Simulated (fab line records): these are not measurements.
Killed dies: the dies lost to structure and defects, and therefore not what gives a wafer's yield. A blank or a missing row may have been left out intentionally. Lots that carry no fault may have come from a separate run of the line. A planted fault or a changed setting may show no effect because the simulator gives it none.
Matching of chambers    flow gf180mcu    rie_si-01 running GF_STI_ETCH_14: 4 sister chambers
The step etches Si in HBr/Cl2/O2, target depth 360 nm, time 102.9 s. 14 wafers are shown with their chamber, then 7 later ones without.

== EACH WAFER AND ITS CHAMBER ==
wafer   chamber  oes_product_au (a.u.)  throttle_valve_pct (%)
L551.4  3        1.035                  25.623
L551.5  3        1.025                  25.645
L551.6  0        0.994                  25.624
L552.2  1        0.997                  25.641
L552.3  0        0.985                  25.667
L552.4  3        1.016                  25.639
L553.1  3        1.013                  25.673
L553.4  1        1.009                  25.650
L553.6  3        1.010                  25.645
L554.1  1        1.019                  25.655
L554.5  3        1.016                  25.641
L554.6  2        1.011                  25.649
L555.2  3        1.018                  25.653
L555.4  0        0.988                  25.668

SIGNATURES (averages over the wafers above)
reading             chamber 0  chamber 1  chamber 2  chamber 3  scatter within a chamber
oes_product_au      0.98900    1.00833    1.01100    1.01900    0.00844
throttle_valve_pct  25.65300   25.64867   25.64900   25.64557   0.0166
Rule: a wafer lies at a distance from a chamber equal to the root of the sum of squares, over the readings, of (its reading less the chamber's mean, divided by the reading's scatter). The wafer belongs to the nearest chamber; if the next one is less than 2 further off, it can't be placed. The scatter: the root of (the sum of the squares of (reading less its chamber's mean) over the shown wafers, divided by (wafers less chambers)).

== WAFERS WITHOUT THEIR CHAMBER ==
wafer   oes_product_au (a.u.)  throttle_valve_pct (%)
L555.5  0.990                  25.683
L568.1  1.012                  25.649
L568.2  1.008                  25.657
L568.6  1.005                  25.655
L572.1  1.016                  25.640
L572.3  1.019                  25.652
L572.6  1.030                  25.627

== THE CHAMBER EACH PASSED THROUGH ==
wafer   from the rows above                in truth
L555.5  can't be placed: 0 or 1 or 2       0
L568.1  can't be placed: 2 or 1 or 3       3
L568.2  can't be placed: 1 or 2 or 3 or 0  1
L568.6  can't be placed: 1 or 2 or 3 or 0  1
L572.1  can't be placed: 3 or 2 or 1       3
L572.3  can't be placed: 3 or 2 or 1       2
L572.6  can't be placed: 3 or 2 or 1       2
0 of 7 placed correctly. These rows do not allow placing 7 (true chamber among the candidates in 7). Number placed wrongly: 0.
